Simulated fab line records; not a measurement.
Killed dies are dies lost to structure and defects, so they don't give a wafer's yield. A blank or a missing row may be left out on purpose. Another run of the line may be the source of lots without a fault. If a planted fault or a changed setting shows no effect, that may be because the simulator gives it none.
Which tool did it? / flow sky130 / 21 wafers from 7 lots sampled at 3 of the route's 708 steps

## WHAT THE GAUGES SHOWED, per wafer
SKY_SONOS_TUNNEL_CD_MEAS_07: the cd target is 410 nm.
lot=L194; measured=day 13 01:08; on=cd sem-02; cd nm (nm)=410.7 410.9 411.1
lot=L196; measured=day 13 16:53; on=cd sem-02; cd nm (nm)=411.9 411.6 409.8
lot=L199; measured=day 14 13:17; on=cd sem-02; cd nm (nm)=- - -
lot=L201; measured=day 15 20:44; on=cd sem-02; cd nm (nm)=- - -
lot=L205; measured=day 16 17:34; on=cd sem-02; cd nm (nm)=408.8 410.9 408.5
lot=L207; measured=day 17 11:32; on=cd sem-02; cd nm (nm)=409.2 409.2 407.7
lot=L210; measured=day 18 08:43; on=cd sem-01; cd nm (nm)=413.7 413.1 411.0

## EACH LOT AND THE TOOL THAT RAN IT (in order: tool; ch and the chambers of the sampled wafers; start)
lot=L194; SKY_VT_ADJUST_LVTN_STRIP_20=plasma asher-01 ch 1, day 9 05:07; SKY_SONOS_TUNNEL_EXPOSE_04=iline stepper-01 ch 0, day 12 12:53
lot=L196; SKY_VT_ADJUST_LVTN_STRIP_20=plasma asher-02 ch 1, day 9 16:52; SKY_SONOS_TUNNEL_EXPOSE_04=iline stepper-01 ch 0, day 13 04:31
lot=L199; SKY_VT_ADJUST_LVTN_STRIP_20=plasma asher-01 ch 0,1, day 10 09:07; SKY_SONOS_TUNNEL_EXPOSE_04=iline stepper-01, day 13 23:41
lot=L201; SKY_VT_ADJUST_LVTN_STRIP_20=plasma asher-02 ch 0,1, day 11 09:50; SKY_SONOS_TUNNEL_EXPOSE_04=iline stepper-02, day 15 06:11
lot=L205; SKY_VT_ADJUST_LVTN_STRIP_20=plasma asher-01 ch 0,1, day 12 07:10; SKY_SONOS_TUNNEL_EXPOSE_04=iline stepper-02 ch 0, day 16 04:13
lot=L207; SKY_VT_ADJUST_LVTN_STRIP_20=plasma asher-04 ch 0,1, day 12 21:51; SKY_SONOS_TUNNEL_EXPOSE_04=iline stepper-01 ch 0, day 16 21:02
lot=L210; SKY_VT_ADJUST_LVTN_STRIP_20=plasma asher-04 ch 0,1, day 13 14:46; SKY_SONOS_TUNNEL_EXPOSE_04=iline stepper-01 ch 0, day 17 17:45
- SKY_VT_ADJUST_LVTN_STRIP_20: strips in O2/N2.
- SKY_SONOS_TUNNEL_EXPOSE_04: exposes mask TUNM, target cd 410 nm.

## THE ANSWER, worked out from the rows above alone
Rule: the usual values come from the lots themselves. Put in order of their means at a reading, lots are off if they are a third of the lots or fewer, leave a main group of 4 or more, and stand apart from it by a gap of 3 or more times the standard deviation of the main group's means; of several such gaps the widest counts. A main group is skipped when, at the precision printed for the reading in the tables above, its means are all equal. Also off: a lot with no number at a reading for which 4 or more lots have one. All remaining lots with rows at the step are treated as sound.
Off, at SKY_SONOS_TUNNEL_CD_MEAS_07 on cd nm: L199, L201. Without a number there: L199, L201. For the main group the mean is 410.5 nm and the standard deviation 1.4.
If a tool, at a process step before that reading, ran all the lots that are off and no sound lot after the first of them, it fits. The gauges at SKY_SONOS_TUNNEL_CD_MEAS_07 are tried like those tools. None of those tried fits.

## WHAT THE SIMULATOR HAD INSERTED
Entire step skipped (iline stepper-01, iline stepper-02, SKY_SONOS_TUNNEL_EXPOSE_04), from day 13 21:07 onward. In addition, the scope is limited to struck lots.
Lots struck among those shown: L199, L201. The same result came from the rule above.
